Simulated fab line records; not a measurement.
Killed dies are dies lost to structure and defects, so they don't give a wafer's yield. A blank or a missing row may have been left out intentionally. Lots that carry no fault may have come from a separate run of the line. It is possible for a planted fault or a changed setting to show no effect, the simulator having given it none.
One fault through the eyes of 2 desks	flow gf180mcu	numbers are kept per desk, each desk with only its own; the story behind them comes last

== AT THE TOOL OWNER'S DESK: pvd sputter-04 ==
The tool's own readings at GF_MIM_SPUTTER_02 (material AlCu, target thk 450 nm, time 23.9 s): means of the sampled wafers that have a number, for each lot that ran on this tool. If a lot's mean is further than 4 standard deviations from the usual mean, the lot is out of limits and carries the mark OUT (the distance appears in the brackets).
Columns: A = throttle valve pct at GF_MIM_SPUTTER_02, usual 29.9 %
lot	first seen here	A
L987	day 25 06:42	29.7
L992	day 27 00:06	30.9
L999	day 28 23:58	30.7
L100	day 29 07:07	30.2
This desk's finding: nothing out of limits on any of the 4 lots.

== THE METROLOGY DESK ==
Lot by lot, what the gauges showed, no matter which tool ran the lot: averages of those sampled wafers that carry a number. If a lot's mean is further than 4 standard deviations from the usual mean, the lot is out of limits and carries the mark OUT (the distance appears in the brackets).
Columns: A = V4_W_RS at GF_V4_RS_MEAS_24, usual 0.330 ohm/sq; B = V4_W_THK at GF_V4_THK_MEAS_25, usual 349 nm
lot	first seen here	A	B
L987	day 25 06:05	0.330	344
L992	day 26 23:31	0.323	360
L999	day 28 23:23	0.335	340
L100	day 29 06:32	0.327	360
L106	day 30 20:06	0.329	349
L107	day 31 01:25	0.327	350
This desk's finding: nothing out of limits on any of the 6 lots.

== ALL TOGETHER ==
Nothing out of limits was seen by the tool owner's desk.
From the metrology desk's view, nothing was out of limits.

== WHAT WAS PUT IN BY THE SIMULATOR ==
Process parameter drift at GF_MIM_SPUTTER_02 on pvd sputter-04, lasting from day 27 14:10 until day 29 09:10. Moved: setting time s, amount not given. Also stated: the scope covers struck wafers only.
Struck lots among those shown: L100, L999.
